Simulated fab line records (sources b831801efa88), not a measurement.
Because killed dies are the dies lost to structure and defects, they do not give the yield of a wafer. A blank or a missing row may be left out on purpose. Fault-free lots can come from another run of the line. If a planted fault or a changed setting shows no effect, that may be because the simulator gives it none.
fab line records -- flow sky130
record: lots: 6, wafers: 18, last-day: 49
route steps=708 shown LOCAL_INTERCONNECT@388
lots with no fault: from the same line, run without faults
start-h: the number of hours between the record's first day and the start of the first shown wafer of the lot -- wait-h: time in hours since the lot's previous step -- " as in the row above -- L1.1+2: a single row standing in for several wafers -- - no value, or no start given -- * or withheld: withheld -- < > ~ a bound
route shown NAME@n: NAME is a module with steps in the file, n the number in the route of the first one -- usual: mean/standard deviation of fault-free wafers -- same: alike in all rows -- chamber/n: place in a boat -- sites: per-site readings -- _std_site: the values' standard deviation -- _edge_site: inner sites' mean taken away from outer sites' mean -- radius-mm: for every site, how far away it sits from the centre of the wafer -- mask NAME#n: copy n -- behind: the tool/chamber that last shaped the wafer -- hold: what put the lot on hold/how long, in hours/how the hold closed -- device: transistor that didn't switch, given as n, p or np -- end of line: tests of these same wafers at the route's end -- for a step that has no rows: nothing shown but its recipe -- killed: dies lost to structure and defects at the first sort, not the wafer's yield -- map: shows each die of a wafer: x if killed, . if not, _ if none is there
set.NAME: the run value of the setting; set.NAME@STEP: its run value at that earlier step -- model.NAME: the simulator's own value behind a step, which no gauge read
lots seen at some steps along the route; tables by step, rows by wafer
services: a tool's chamber out of use, with start hour (start-h, from the record's first day; less than 0 if before it), hours out, and reason
== steps ==
step: SKY_LOCAL_INTERCONNECT_RS_MEAS_01
recipe: thk-meas-gauge: four-point-probe, reads: TiN_of_LOCAL_INTERCONNECT_SPUTTER_00
usual: LOCAL_INTERCONNECT_TIN_RS: 14.10/0.19
lot.wafer,tool,chamber,start-h,wait-h,LOCAL_INTERCONNECT_TIN_RS[ohm/sq]
L417.1,film-metro-03,-,717.17,0.0,13.81
L417.2,film-metro-03,-,717.17,0.0,13.86
L417.5,film-metro-03,-,717.17,0.0,13.96
L420.1,film-metro-04,-,743.24,0.0,14.34
L420.2,film-metro-04,-,743.24,0.0,14.37
L420.3,film-metro-04,-,743.24,0.0,14.30
L426.2,film-metro-03,-,797.78,0.1,13.85
L426.4,film-metro-03,-,797.78,0.1,13.95
L426.6,film-metro-03,-,797.78,0.1,13.78
L429.1,film-metro-03,-,812.28,0.0,14.34
L429.2,film-metro-03,-,812.28,0.0,14.45
L429.4,film-metro-03,-,812.28,0.0,14.39
L431.1,film-metro-03,-,820.30,0.0,14.29
L431.5,film-metro-03,-,820.30,0.0,14.37
L431.6,film-metro-03,-,820.30,0.0,14.42
L434.1,film-metro-04,-,837.99,0.0,14.00
L434.3,film-metro-04,-,837.99,0.0,14.14
L434.5,film-metro-04,-,837.99,0.0,14.10
step: SKY_LOCAL_INTERCONNECT_THK_MEAS_02
recipe: thk-meas-gauge: xrf, reads: TiN_of_LOCAL_INTERCONNECT_SPUTTER_00
usual: LOCAL_INTERCONNECT_TIN_THK: 100.7/1.4
lot.wafer,tool,chamber,start-h,wait-h,LOCAL_INTERCONNECT_TIN_THK[nm]
L417.1,film-metro-03,-,717.29,0.1,102.2
L417.2,film-metro-03,-,717.29,0.1,102.3
L417.5,film-metro-03,-,717.29,0.1,101.9
L420.1,film-metro-04,-,743.36,0.1,98.7
L420.2,film-metro-04,-,743.36,0.1,98.5
L420.3,film-metro-04,-,743.36,0.1,99.2
L426.2,film-metro-03,-,797.89,0.1,102.7
L426.4,film-metro-03,-,797.89,0.1,102.0
L426.6,film-metro-03,-,797.89,0.1,103.0
L429.1,film-metro-03,-,812.40,0.1,98.8
L429.2,film-metro-03,-,812.40,0.1,98.6
L429.4,film-metro-03,-,812.40,0.1,98.3
L431.1,film-metro-03,-,820.42,0.1,99.2
L431.5,film-metro-03,-,820.42,0.1,99.2
L431.6,film-metro-03,-,820.42,0.1,98.7
L434.1,film-metro-04,-,838.11,0.1,100.6
L434.3,film-metro-04,-,838.11,0.1,99.6
L434.5,film-metro-04,-,838.11,0.1,99.9
step: SKY_LOCAL_INTERCONNECT_DEHYDRATE_03
recipe: temp-c: 200, time-s: 60
step: SKY_LOCAL_INTERCONNECT_HMDS_04
recipe: prime-time-s: 60, prime-temp-c: 120
step: SKY_LOCAL_INTERCONNECT_COAT_05
recipe: resist: BARC, temp-c: withheld, time-s: withheld, spin-rpm: 3000, resist-thk-nm: 60
step: SKY_LOCAL_INTERCONNECT_COAT_06
recipe: resist: KrF-thick, spin-rpm: 3000, resist-thk-nm: 450
step: SKY_LOCAL_INTERCONNECT_SOFTBAKE_07
recipe: temp-c: 100, time-s: 90, resist: KrF-thick
step: SKY_LOCAL_INTERCONNECT_EXPOSE_08
recipe: mask-id: LI1M, na: 0.8, source-shape: annular, sigma-inner: 0.55, sigma-outer: 0.85, target-cd-nm: 170, dose-mj: 28
step: SKY_LOCAL_INTERCONNECT_PEB_09
recipe: peb-temp-c: withheld, peb-time-s: withheld, resist: KrF-thick
step: SKY_LOCAL_INTERCONNECT_DEVELOP_10
recipe: develop-time-s: 60, resist: KrF-thick, dev-temp-c: 21
step: SKY_LOCAL_INTERCONNECT_CD_MEAS_11
recipe: target-cd-nm: 170
usual: cd-nm: 169.9/1.4
lot.wafer,tool,chamber,start-h,wait-h,cd-nm
L417.1,cd-sem-01,-,744.17,-,167.5
L417.2,cd-sem-01,-,744.17,-,168.8
L417.5,cd-sem-01,-,744.17,-,166.0
L420.1,cd-sem-01,-,770.47,-,168.0
L420.2,cd-sem-01,-,770.47,-,169.0
L420.3,cd-sem-01,-,770.47,-,168.9
L426.2,cd-sem-01,-,824.13,-,171.4
L426.4,cd-sem-01,-,824.13,-,169.3
L426.6,cd-sem-01,-,824.13,-,170.1
L429.1,cd-sem-01,-,838.12,-,167.9
L429.2,cd-sem-01,-,838.12,-,169.1
L429.4,cd-sem-01,-,838.12,-,169.4
L431.1,cd-sem-01,-,846.27,-,168.4
L431.5,cd-sem-01,-,846.27,-,169.7
L431.6,cd-sem-01,-,846.27,-,168.9
L434.1,cd-sem-01,-,863.96,-,169.8
L434.3,cd-sem-01,-,863.96,-,172.6
L434.5,cd-sem-01,-,863.96,-,170.5
step: SKY_LOCAL_INTERCONNECT_OVL_MEAS_12
usual: LOCAL_INTERCONNECT_OVL: 0/5.7
lot.wafer,tool,chamber,start-h,wait-h,LOCAL_INTERCONNECT_OVL[nm]
L417.1,overlay-01,-,744.29,0.1,2
L417.2,overlay-01,-,744.29,0.1,-2
L417.5,overlay-01,-,744.29,0.1,7
L420.1,overlay-02,-,770.59,0.1,-10
L420.2,overlay-02,-,770.59,0.1,-3
L420.3,overlay-02,-,770.59,0.1,-5
L426.2,overlay-01,-,824.24,0.1,-5
L426.4,overlay-01,-,824.24,0.1,-5
L426.6,overlay-01,-,824.24,0.1,-3
L429.1,overlay-01,-,838.24,0.1,-5
L429.2,overlay-01,-,838.24,0.1,-9
L429.4,overlay-01,-,838.24,0.1,0
L431.1,overlay-01,-,846.39,0.1,2
L431.5,overlay-01,-,846.39,0.1,2
L431.6,overlay-01,-,846.39,0.1,0
L434.1,overlay-02,-,864.08,0.1,10
L434.3,overlay-02,-,864.08,0.1,5
L434.5,overlay-02,-,864.08,0.1,7
step: SKY_LOCAL_INTERCONNECT_ETCH_13
recipe: chemistry: N2/H2, target: BARC, ion-energy-ev: 200, bias-w: 100, pressure-mtorr: 30, n2-flow-sccm: 100, h2-flow-sccm: 200, icp-w: 500, stop-on: SiO2, time-s: 45.9, target-depth-a: 600
usual: drypump-motor-current-A: 6.2/0.36, h2-flow-sccm: 200.0/0.62, oes-product-au: 0.854/0.0048, run-length-s: 74.2/0.46, throttle-valve-pct: 13.223/0.0088
lot.wafer,tool,chamber,start-h,wait-h,drypump-motor-current-A,h2-flow-sccm,oes-product-au,rf-hours-counter-h,run-length-s,throttle-valve-pct,model.KrF-thick_of_LOCAL_INTERCONNECT_COAT_06.thk-nm,model.LOCAL_INTERCONNECT.cd-nm,model.SiO2_of_SONOS_ONO_CVD_04.thk-nm
L417.1,rie-metal-01,0,744.32,0.0,5.7,199.4,0.849,14,73.7,13.224,392.6,168,4.107
L417.2,rie-metal-01,1,744.32,0.0,6.3,200.4,0.855,10,74.5,13.217,392.2,169.5,4.15
L417.5,rie-metal-01,1,744.32,0.0,6.4,200.7,0.844,-,74.5,13.235,392.4,166.6,4.089
L420.1,rie-metal-03,1,770.62,0.0,6.7,200.4,0.856,10,74.7,13.218,393.4,167.9,4.12
L420.2,rie-metal-03,1,770.62,0.0,6.7,200.5,0.855,-,74.7,13.217,392.7,168.9,4.233
L420.3,rie-metal-03,1,770.62,0.0,6.7,200.6,0.851,-,74.9,13.214,393.2,169.4,4.233
L426.2,rie-metal-03,1,824.27,0.0,6.8,199.7,0.739,12,90.1,13.224,381.1,168,3.582
L426.4,rie-metal-03,0,824.27,0.0,5.9,200.1,0.851,-,74.0,13.223,393.7,170.6,4.278
L426.6,rie-metal-03,0,824.27,0.0,5.9,199.9,0.863,-,73.9,13.220,393.7,171,4.2
L429.1,rie-metal-03,1,838.28,0.0,6.7,200.2,0.857,13,75.0,13.212,391.7,167.3,4.229
L429.2,rie-metal-03,0,838.28,0.0,5.9,200.6,0.738,2,89.0,13.215,379,166.8,3.719
L429.4,rie-metal-03,1,838.28,0.0,6.8,201.1,0.853,-,74.8,13.234,394.5,169.2,4.225
L431.1,rie-metal-01,0,846.42,0.0,5.7,200.1,0.848,2,73.7,13.220,394.2,168.8,4.209
L431.5,rie-metal-01,0,846.42,0.0,5.7,200.1,0.854,-,73.8,13.225,393.4,170.1,4.174
L431.6,rie-metal-01,1,846.42,0.0,6.3,199.6,0.854,-,74.4,13.217,393.7,168.4,4.145
L434.1,rie-metal-02,1,864.12,0.0,6.4,200.5,0.856,5,73.9,13.219,393.6,169.6,4.171
L434.3,rie-metal-02,1,864.12,0.0,6.4,200.2,0.864,-,73.7,13.228,392.3,172,4.211
L434.5,rie-metal-02,1,864.12,0.0,6.4,199.8,0.866,-,74.2,13.220,391.7,171,4.167
step: SKY_LOCAL_INTERCONNECT_METAL_ETCH_14
recipe: target-depth-nm: 110, stop-on: PSG, chemistry: Cl2/BCl3, target: TiN, resist-sidewall-deg: 88, pressure-mtorr: 10, icp-w: 900, bias-w: 48.5, Cl2_flow_sccm: 60, bcl3-flow-sccm: 30, time-s: 31.4
usual: drypump-motor-current-A: 6.2/0.36, oes-product-au: 0.943/0.0087, run-length-s: 59.7/0.45, throttle-valve-pct: 21.901/0.011
lot.wafer,tool,chamber,start-h,wait-h,drypump-motor-current-A,oes-product-au,rf-hours-counter-h,run-length-s,throttle-valve-pct,model.KrF-thick_of_LOCAL_INTERCONNECT_COAT_06.thk-nm,model.LOCAL_INTERCONNECT.cd-nm
L417.1,rie-metal-01,0,744.38,0.0,5.7,0.950,14,59.6,21.889,349.2,168.1
L417.2,rie-metal-01,1,744.38,0.0,6.3,0.952,10,60.0,21.887,349.3,169.1
L417.5,rie-metal-01,1,744.38,0.0,6.4,0.949,-,60.0,21.902,349.6,166.5
L420.1,rie-metal-03,1,770.75,0.1,6.7,0.933,10,60.5,21.913,350,168.9
L420.2,rie-metal-03,1,770.75,0.1,6.7,0.934,-,60.6,21.914,348.9,169.7
L420.3,rie-metal-03,1,770.75,0.1,6.7,0.944,-,60.3,21.906,349.9,170.3
L426.2,rie-metal-03,1,824.33,0.0,6.8,0.947,12,60.8,21.903,337.4,167.9
L426.4,rie-metal-03,0,824.33,0.0,5.9,0.950,-,59.3,21.893,349.8,171
L426.6,rie-metal-03,0,824.33,0.0,5.9,0.947,-,59.8,21.879,350.4,171.3
L429.1,rie-metal-03,1,838.34,0.0,6.8,0.927,13,60.6,21.933,348.7,167.5
L429.2,rie-metal-03,0,838.34,0.0,5.9,0.926,2,59.1,21.912,336,167.5
L429.4,rie-metal-03,1,838.34,0.0,6.7,0.937,-,60.5,21.905,351.3,169.2
L431.1,rie-metal-01,0,846.48,0.0,5.7,0.931,2,59.9,21.902,350.6,169.4
L431.5,rie-metal-01,0,846.48,0.0,5.8,0.934,-,59.5,21.913,349.8,170.3
L431.6,rie-metal-01,1,846.48,0.0,6.4,0.933,-,59.9,21.904,350.1,167.6
L434.1,rie-metal-02,1,864.24,0.1,6.4,0.950,5,59.2,21.896,349.2,169.7
L434.3,rie-metal-02,1,864.24,0.1,6.4,0.937,-,59.2,21.897,347.7,172.4
L434.5,rie-metal-02,1,864.24,0.1,6.4,0.944,-,59.2,21.899,346.9,171.1
step: SKY_LOCAL_INTERCONNECT_STRIP_15
recipe: chemistry: O2/N2, power-w: 1400, pressure-mtorr: 1500, platen-temp-c: withheld, o2-flow-sccm: 3000, n2-flow-sccm: 300, overash-fraction: 0.5
usual: drypump-motor-current-A: 5.8/0.51, oes-product-au: 0.427/0.0048, strip-time-to-endpoint-s: 4.729/0.02
same: overash-fraction: 0.5
lot.wafer,tool,chamber,start-h,wait-h,drypump-motor-current-A,oes-product-au,rf-hours-counter-h,strip-time-to-endpoint-s
L417.1,plasma-asher-03,0,744.44,0.0,4.9,0.428,0,4.720
L417.2,plasma-asher-03,1,744.44,0.0,6.0,0.425,0,4.720
L417.5,plasma-asher-03,0,744.44,0.0,4.9,0.422,-,4.744
L420.1,plasma-asher-02,1,770.85,0.1,5.7,0.428,33,4.743
L420.2,plasma-asher-02,0,770.85,0.1,5.7,0.430,33,4.718
L420.3,plasma-asher-02,0,770.85,0.1,5.7,0.419,-,4.723
L426.2,plasma-asher-02,0,824.38,0.0,5.7,0.425,39,4.605
L426.4,plasma-asher-02,1,824.38,0.0,5.7,0.426,-,4.738
L426.6,plasma-asher-02,0,824.38,0.0,5.7,0.424,-,4.753
L429.1,plasma-asher-02,0,838.39,0.0,5.7,0.427,40,4.737
L429.2,plasma-asher-02,1,838.39,0.0,5.7,0.421,40,4.598
L429.4,plasma-asher-02,1,838.39,0.0,5.7,0.435,-,4.749
L431.1,plasma-asher-04,0,846.54,0.0,6.6,0.431,103,4.745
L431.5,plasma-asher-04,0,846.54,0.0,6.6,0.433,-,4.740
L431.6,plasma-asher-04,1,846.54,0.0,6.6,0.437,-,4.733
L434.1,plasma-asher-03,1,864.35,0.1,6.0,0.426,12,4.729
L434.3,plasma-asher-03,0,864.35,0.1,4.9,0.419,-,4.711
L434.5,plasma-asher-03,1,864.35,0.1,6.0,0.429,-,4.707
step: SKY_LOCAL_INTERCONNECT_STRIP_16
recipe: chemistry: post-etch-residue-remover, time-s: 1200, temp-c: 72.5
== services ==
tool,chamber,start-h,hours,kind
rie-metal-03,1,727.80,32.1,repair
plasma-asher-03,-,733.75,9.0,pm
plasma-asher-03,0,733.75,9.0,vent-cycle
plasma-asher-03,1,733.75,9.0,vent-cycle
plasma-asher-03,0,742.75,-,clean
plasma-asher-03,1,742.75,-,clean
rie-metal-03,0,750.64,4.3,repair
plasma-asher-02,-,758.76,0.7,repair
rie-metal-03,0,759.85,-,clean
rie-metal-03,0,759.85,13.5,scheduled-down
rie-metal-03,0,759.85,13.5,vent-cycle
rie-metal-01,0,761.06,-,clean
rie-metal-01,0,761.06,20.0,scheduled-down
rie-metal-01,0,761.06,20.0,vent-cycle
rie-metal-01,-,799.70,0.2,repair
rie-metal-03,-,804.14,2.8,pm
plasma-asher-03,-,805.87,1.7,repair
rie-metal-02,0,863.30,-,clean
rie-metal-02,0,863.30,22.1,scheduled-down
rie-metal-02,0,863.30,22.1,vent-cycle
== key ==
first-sign: step: SKY_LOCAL_INTERCONNECT_ETCH_13, reading: run-length-s, direction: up, sigmas: 33, usual: *, struck: *
effect: step: SKY_LOCAL_INTERCONNECT_ETCH_13, reading: oes-product-au, direction: down, sigmas: 24, usual: 0.854, struck: 0.739
effect: step: SKY_LOCAL_INTERCONNECT_STRIP_15, reading: strip-time-to-endpoint-s, direction: down, sigmas: 6.3, usual: *, struck: *
model-effect: step: SKY_LOCAL_INTERCONNECT_ETCH_13, value: KrF-thick_of_LOCAL_INTERCONNECT_COAT_06.thk-nm, without: 393.9, struck: 380
model-effect: step: SKY_LOCAL_INTERCONNECT_METAL_ETCH_14, value: KrF-thick_of_LOCAL_INTERCONNECT_COAT_06.thk-nm, without: 350.6, struck: 336.7
met-at SKY_LOCAL_INTERCONNECT_ETCH_13
struck-wafers L426.2,L429.2
tester-left-out L426,L429
onset-between 770.62 824.27
fault: kind: process-parameter-drift, tool: rie-metal-03, chamber: -, onset-h: 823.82, steps: SKY_LOCAL_INTERCONNECT_ETCH_13, channel: time-s, offset: *, shape: step, end-h: 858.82, scope: struck-wafers-only, acts-in: *, stated: *
tester-left-out: of these lots the tester's yield and bins aren't shown, on N5 and GAA mostly nor the transistor test; their killed dies are dies lost to structure and defects alone, not to doping, threshold or leakage, so they don't give the yield
